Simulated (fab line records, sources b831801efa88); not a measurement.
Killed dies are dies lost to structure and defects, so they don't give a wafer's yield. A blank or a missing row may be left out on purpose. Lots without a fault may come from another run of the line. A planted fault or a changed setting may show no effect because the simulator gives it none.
Which tool did it? | flow sky130 | 15 lots, 45 wafers sampled, at 5 steps of a route of 708

WHAT THE GAUGES READ, wafer by wafer
SKY_NWELL_RS_MEAS_29: measures by four-point-probe. Usual: NWELL_RS 624.5 ohm/sq, standard deviation 1.3.
lot  | measured     | on            | NWELL_RS (ohm/sq) | flag
L103 | day 5 13:59  | film_metro-02 | 626.2 625.1 625.1 |
L104 | day 5 18:53  | film_metro-01 | 623.2 622.7 624.2 |
L105 | day 6 00:26  | film_metro-02 | 625.5 623.8 625.0 |
L106 | day 6 07:50  | film_metro-02 | 624.7 623.4 622.4 |
L107 | day 6 11:56  | film_metro-01 | 624.6 625.1 624.0 |
L109 | day 7 03:28  | film_metro-03 | 623.6 624.4 623.0 |
L110 | day 7 08:05  | film_metro-02 | 625.5 624.8 624.0 |
L111 | day 7 18:39  | film_metro-01 | 625.5 624.1 623.7 |
L115 | day 8 15:56  | film_metro-02 | 132.9 132.8 133.1 | OFF
L116 | day 8 17:23  | film_metro-03 | 133.2 132.9 133.3 | OFF
L117 | day 9 10:14  | film_metro-02 | 132.9 133.0 132.8 | OFF
L119 | day 9 19:20  | film_metro-02 | 624.1 622.8 623.8 |
L122 | day 10 08:02 | film_metro-02 | 623.6 622.5 622.8 |
L123 | day 10 16:37 | film_metro-03 | 626.9 626.9 627.3 |
L124 | day 10 20:25 | film_metro-01 | 622.9 625.8 623.3 |

SKY_POLY_GATE_CD_MEAS_22. Usual: cd_nm 150.1 nm, standard deviation 2.5.
lot  | measured     | on        | cd_nm (nm)        | flag
L103 | day 16 20:46 | cd_sem-02 | 149.7 151.2 150.8 |
L104 | day 16 23:38 | cd_sem-01 | 151.6 146.8 146.4 |
L105 | day 17 11:38 | cd_sem-02 | 150.4 151.1 149.7 |
L106 | day 17 16:55 | cd_sem-02 | 151.4 149.3 150.7 |
L107 | day 18 00:13 | cd_sem-02 | 146.4 145.9 150.6 |
L109 | day 19 07:02 | cd_sem-01 | 151.6 150.4 152.4 |
L110 | day 19 09:42 | cd_sem-01 | 148.1 153.2 147.6 |
L111 | day 20 03:41 | cd_sem-02 | 147.7 150.6 147.8 |
L119 | day 23 02:20 | cd_sem-01 | 149.2 147.4 150.0 |
L122 | day 23 16:51 | cd_sem-01 | 152.3 157.1 151.4 |
L123 | day 24 01:14 | cd_sem-01 | 153.1 145.3 147.4 |
L124 | day 24 11:05 | cd_sem-02 | 150.6 149.3 147.1 |

WHICH TOOL RAN EACH LOT (tool, then ch and the chambers of the sampled wafers, then the start)
lot  | SKY_NWELL_RTA_28                 | SKY_VT_ADJUST_HVTR_STRIP_10          | SKY_SONOS_ONO_STRIP_17
L103 | rtp_anneal-02 ch 0, day 5 13:53  | plasma_asher-04 ch 0,1, day 9 17:39  | plasma_asher-04 ch 0,1, day 12 23:06
L104 | rtp_anneal-02 ch 0, day 5 18:47  | plasma_asher-02 ch 0,1, day 9 23:32  | plasma_asher-01 ch 0, day 13 04:05
L105 | rtp_anneal-02 ch 0, day 6 00:20  | plasma_asher-04 ch 0,1, day 10 05:06 | plasma_asher-04 ch 0,1, day 13 11:14
L106 | rtp_anneal-02 ch 0, day 6 07:44  | plasma_asher-02 ch 0,1, day 10 14:38 | plasma_asher-04 ch 0,1, day 13 19:19
L107 | rtp_anneal-01 ch 0, day 6 11:50  | plasma_asher-03 ch 0,1, day 10 19:53 | plasma_asher-02 ch 0,1, day 14 02:14
L109 | rtp_anneal-01 ch 0, day 7 03:21  | plasma_asher-02 ch 0,1, day 11 15:12 | plasma_asher-04 ch 0,1, day 15 05:10
L110 | rtp_anneal-01 ch 0, day 7 07:58  | plasma_asher-02 ch 0,1, day 11 21:08 | plasma_asher-01 ch 0,1, day 15 07:56
L111 | rtp_anneal-01 ch 0, day 7 18:32  | plasma_asher-04 ch 0,1, day 12 11:35 | plasma_asher-04 ch 0,1, day 15 22:59
L115 | rtp_anneal-01, day 8 15:50       | -                                    | -
L116 | rtp_anneal-01, day 8 17:16       | -                                    | -
L117 | rtp_anneal-02, day 9 10:08       | -                                    | -
L119 | rtp_anneal-01 ch 0, day 9 19:13  | plasma_asher-03 ch 0,1, day 14 22:41 | plasma_asher-01 ch 0,1, day 18 20:26
L122 | rtp_anneal-01 ch 0, day 10 07:56 | plasma_asher-02 ch 0,1, day 15 12:59 | plasma_asher-02 ch 0,1, day 19 12:20
L123 | rtp_anneal-02 ch 0, day 10 16:31 | plasma_asher-02 ch 0,1, day 15 23:18 | plasma_asher-02 ch 0, day 19 20:03
L124 | rtp_anneal-01 ch 0, day 10 20:18 | plasma_asher-02 ch 0,1, day 16 06:00 | plasma_asher-02 ch 0,1, day 20 07:15
- SKY_NWELL_RTA_28: time 30 s.
- SKY_VT_ADJUST_HVTR_STRIP_10: strips in O2/N2.
- SKY_SONOS_ONO_STRIP_17: strips in O2/N2.

WHAT THE TOOLS THEMSELVES READ (means of the sampled wafers that have a number; where no wafer has one, the mark that the record gives instead)
SKY_NWELL_RTA_28. Usual: anneal_temp_c_max 1054.9, standard deviation 0.99; chamber_o2_ppm 2.002, standard deviation 0.022; lamp_power_pct 25.31 %, standard deviation 0.057; wafer_temp_C_max 1054.8, standard deviation 0.96.
lot  | tool          | anneal_temp_c_max | chamber_o2_ppm | lamp_power_pct (%) | wafer_temp_C_max | flag
L103 | rtp_anneal-02 | 1055.5            | 1.994          | 25.30              | 1055.2           |
L104 | rtp_anneal-02 | 1055.0            | 2.001          | 25.29              | 1054.9           |
L105 | rtp_anneal-02 | 1054.6            | 2.010          | 25.26              | 1055.1           |
L106 | rtp_anneal-02 | 1054.2            | 2.026          | 25.32              | 1054.8           |
L107 | rtp_anneal-01 | 1056.0            | 1.982          | 25.31              | 1055.5           |
L109 | rtp_anneal-01 | 1053.8            | 2.000          | 25.32              | 1054.8           |
L110 | rtp_anneal-01 | 1054.6            | 2.010          | 25.32              | 1053.8           |
L111 | rtp_anneal-01 | 1054.0            | 1.987          | 25.33              | 1055.3           |
L115 | rtp_anneal-01 | -                 | -              | -                  | -                | OFF
L116 | rtp_anneal-01 | -                 | -              | -                  | -                | OFF
L117 | rtp_anneal-02 | -                 | -              | -                  | -                | OFF
L119 | rtp_anneal-01 | 1055.5            | 2.004          | 25.29              | 1055.2           |
L122 | rtp_anneal-01 | 1054.1            | 2.007          | 25.23              | 1055.6           |
L123 | rtp_anneal-02 | 1054.3            | 1.989          | 25.35              | 1054.1           |
L124 | rtp_anneal-01 | 1055.0            | 2.036          | 25.36              | 1056.3           |

SKY_VT_ADJUST_HVTR_STRIP_10. Usual: chamber_pressure_mTorr 1500.2 mTorr, standard deviation 1.3; drypump_motor_current_A 5.4 A, standard deviation 0.35; oes_product_au 0.716 a.u., standard deviation 0.0045; strip_time_to_endpoint_s 14.18 s, standard deviation 0.039.
lot  | tool            | chamber_pressure_mTorr (mTorr) | drypump_motor_current_A (A) | oes_product_au (a.u.) | strip_time_to_endpoint_s (s) | flag
L103 | plasma_asher-04 | 1500.5                         | 5.5                         | 0.716                 | 14.14                        |
L104 | plasma_asher-02 | 1500.3                         | 5.0                         | 0.709                 | 14.21                        |
L105 | plasma_asher-04 | 1501.2                         | 5.5                         | 0.716                 | 14.16                        |
L106 | plasma_asher-02 | 1499.3                         | 5.1                         | 0.711                 | 14.15                        |
L107 | plasma_asher-03 | 1500.1                         | 6.1                         | 0.715                 | 14.19                        |
L109 | plasma_asher-02 | 1500.9                         | 5.1                         | 0.716                 | 14.19                        |
L110 | plasma_asher-02 | 1500.0                         | 5.0                         | 0.715                 | 14.20                        |
L111 | plasma_asher-04 | 1500.0                         | 5.5                         | 0.718                 | 14.18                        |
L119 | plasma_asher-03 | 1501.1                         | 5.8                         | 0.713                 | 14.16                        |
L122 | plasma_asher-02 | 1499.2                         | 5.0                         | 0.718                 | 14.15                        |
L123 | plasma_asher-02 | 1500.5                         | 5.0                         | 0.714                 | 14.18                        |
L124 | plasma_asher-02 | 1500.5                         | 5.1                         | 0.715                 | 14.19                        |

SKY_SONOS_ONO_STRIP_17. Usual: chamber_pressure_mTorr 1500.0 mTorr, standard deviation 1.3; drypump_motor_current_A 5.33 A, standard deviation 0.29; oes_product_au 0.710 a.u., standard deviation 0.0042; strip_time_to_endpoint_s 14.09 s, standard deviation 0.041.
lot  | tool            | chamber_pressure_mTorr (mTorr) | drypump_motor_current_A (A) | oes_product_au (a.u.) | strip_time_to_endpoint_s (s) | flag
L103 | plasma_asher-04 | 1498.4                         | 5.53                        | 0.708                 | 14.03                        |
L104 | plasma_asher-01 | 1500.4                         | 5.90                        | 0.711                 | 14.03                        |
L105 | plasma_asher-04 | 1501.1                         | 5.52                        | 0.711                 | 14.12                        |
L106 | plasma_asher-04 | 1500.0                         | 5.52                        | 0.712                 | 14.04                        |
L107 | plasma_asher-02 | 1499.7                         | 5.07                        | 0.711                 | 14.12                        |
L109 | plasma_asher-04 | 1500.6                         | 5.55                        | 0.713                 | 14.09                        |
L110 | plasma_asher-01 | 1500.2                         | 5.51                        | 0.711                 | 14.10                        |
L111 | plasma_asher-04 | 1499.4                         | 5.55                        | 0.711                 | 14.12                        |
L119 | plasma_asher-01 | 1498.7                         | 5.53                        | 0.707                 | 14.12                        |
L122 | plasma_asher-02 | 1500.6                         | 5.07                        | 0.708                 | 14.14                        |
L123 | plasma_asher-02 | 1498.1                         | 5.08                        | 0.711                 | 14.13                        |
L124 | plasma_asher-02 | 1498.8                         | 5.05                        | 0.709                 | 14.13                        |

THE ANSWER, worked out from the rows above alone
Rule: a lot is off if the mean of its wafers that have a number lies more than 3 standard deviations from the usual mean. A lot without any number at a reading at which 4 lots or more have one is off too. The other lots that the step has rows for count as sound. The gauges are gone through in route order, then the tools' own readings, and for those a lot's mean is taken as printed above. The first step at which some lot is off is used, and at that step the reading that is off furthest; a lot without a number counts as furthest.
Off: L115, L116, L117, at SKY_NWELL_RS_MEAS_29 (NWELL_RS).
A tool fits if, at a process step before that reading, it ran every lot that is off, and no sound lot after the first of them. The gauges at SKY_NWELL_RS_MEAS_29 aren't tried: what is off there is off at SKY_NWELL_RTA_28 too, on other tools, and a gauge's error can't cause that. None of those tried fits.

WHAT THE SIMULATOR HAD PUT IN
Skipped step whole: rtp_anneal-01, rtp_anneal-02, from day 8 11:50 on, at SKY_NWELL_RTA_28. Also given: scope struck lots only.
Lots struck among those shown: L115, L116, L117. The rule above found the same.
